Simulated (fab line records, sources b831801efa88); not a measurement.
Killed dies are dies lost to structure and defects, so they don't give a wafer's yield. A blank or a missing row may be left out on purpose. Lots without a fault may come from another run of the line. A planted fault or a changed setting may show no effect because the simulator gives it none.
A struck lot beside a sound one | flow sky130 | 17 steps out of a route of 708
Sound: wafers L421.1, L421.2, L421.6. Struck: wafers L408.2, L408.5. (L408.1 of the same lot was not struck and is left out.) The cause comes at the end.
At each step with rows: each side's tool, then ch and its chambers, then its first start. Under that, the readings that differ: sound wafers | struck wafers | difference of the means | sigmas: that difference in standard deviations of wafers without a fault.
alike: readings whose means differ by less than 2 such deviations, and words and numbers that are the same on both sides. not compared: withheld readings, readings that some wafer has no value for, bounds like >300 that may hide the same value, and numbers for which the record gives no deviation and whose values overlap.
The two part at a step that has a row with sigmas, a row that says differs or no value, or rows on one side only. Numbers that don't overlap but have no deviation are shown without sigmas and don't part them. A reading that every wafer of one side lacks parts them only if that side has two wafers or more.

first, 3 steps without rows for these wafers: SKY_VIA1_EXPOSE_09 (exposes mask VIM, target cd 150 nm); SKY_VIA1_PEB_10; SKY_VIA1_DEVELOP_11 (develop time 60 s).
SKY_VIA1_CD_MEAS_12: target cd 150 nm.
  sound on cd_sem-02, day 39 03:25; struck on cd_sem-01, day 35 01:38
  alike: cd_nm
SKY_VIA1_OVL_MEAS_13:
  sound on overlay-01, day 39 03:32; struck on overlay-01, day 35 01:46
  alike: VIA1_OVL
SKY_VIA1_ETCH_14: etches BARC in N2/H2, stops on SiO2, time 45.9 s, target depth 60 nm.
  sound on rie_diel-04 ch 0,1,2, day 39 03:35; struck on rie_diel-04 ch 1,2, day 35 01:47
  alike: drypump_motor_current_A, oes_product_au, throttle_valve_pct
  not compared: rf_hours_counter_h
SKY_VIA1_ETCH_15: etches SiO2 in C4F8/O2/Ar, stops on TiN, target depth 351 nm, time 54 s.
  sound on rie_diel-04 ch 0,1,2, day 39 03:37; struck on rie_diel-04 ch 1,2, day 35 01:50
  alike: oes_product_au
  not compared: rf_hours_counter_h
SKY_VIA1_STRIP_16: strips in O2/N2.
  sound on plasma_asher-04 ch 0,1, day 39 03:40; struck on plasma_asher-04 ch 0, day 35 01:53
  alike: drypump_motor_current_A, oes_product_au, strip_time_to_endpoint_s
  not compared: rf_hours_counter_h
then, 3 steps without rows for these wafers: SKY_VIA1_STRIP_17 (strips in post etch residue remover, time 1200 s); SKY_VIA1_CLEAN_18 (cleans in IPA, time 180 s); SKY_VIA1_CLEAN_19 (cleans in O3/DIW).
SKY_VIA1_SPUTTER_20: material TiN, target thk 20 nm, time 80 s.
  sound on pvd_sputter-03, day 39 04:16; struck on pvd_sputter-02, day 35 02:49
  alike: cathode_dc_power_W, throttle_valve_pct
SKY_VIA1_CVD_21: deposits W, target thk 270 nm, time 80.902 s.
  sound on cvd_w-01 ch 0,1, day 39 04:19; struck on cvd_w-02 ch 0,1, day 35 02:53
  reading                            | sound           | struck      | difference | sigmas
  model.W_of_VIA1_CVD_21.thk_nm (nm) | 266.4 270.1 265 | 184.1 178.7 | -85.8      |
  alike: heater_power_w
SKY_VIA1_RS_MEAS_22: measures by four-point-probe.
  sound on film_metro-03, day 39 04:25; struck on film_metro-03, day 35 03:15
  reading            | sound             | struck      | difference | sigmas
  VIA1_W_RS (ohm/sq) | 0.432 0.426 0.433 | 0.628 0.648 | +0.208     | +49
  not compared: hold
SKY_VIA1_THK_MEAS_23: measures by xrf.
  sound on film_metro-03, day 39 04:32; struck on film_metro-03, day 35 06:07
  reading         | sound       | struck  | difference | sigmas
  VIA1_W_THK (nm) | 268 269 268 | 184 178 | -87        | -28
  not compared: hold
SKY_VIA1_CMP_24: polishes, stops on SiO2, t overpolish 15 s, target thk 0 nm.
  sound on cmp-01 ch 0,1,3, day 39 04:41; struck on cmp-02 ch 0,1, day 35 11:23
  reading                | sound    | struck                                            | difference                   | sigmas
  hold                   | - - -    | await_dispo/5.2h/release await_dispo/5.2h/release | no value on the sound wafers |
  time_to_endpoint_s (s) | 68 64 66 | 42 41                                             | -24                          | -6
  alike: edge_zone_pressure_frac, motor_current_A
SKY_METAL2_SPUTTER_00: material Ti, target thk 15 nm, time 10 s.
  sound on pvd_sputter-02, day 39 04:53; struck on pvd_sputter-03, day 35 11:41
  alike: cathode_dc_power_W, throttle_valve_pct

WHERE THEY PART
First at SKY_VIA1_RS_MEAS_22; last, within this record, at SKY_VIA1_CMP_24. Later steps at which nothing parts them and some readings are alike: SKY_METAL2_SPUTTER_00.

WHY: what the simulator had put in
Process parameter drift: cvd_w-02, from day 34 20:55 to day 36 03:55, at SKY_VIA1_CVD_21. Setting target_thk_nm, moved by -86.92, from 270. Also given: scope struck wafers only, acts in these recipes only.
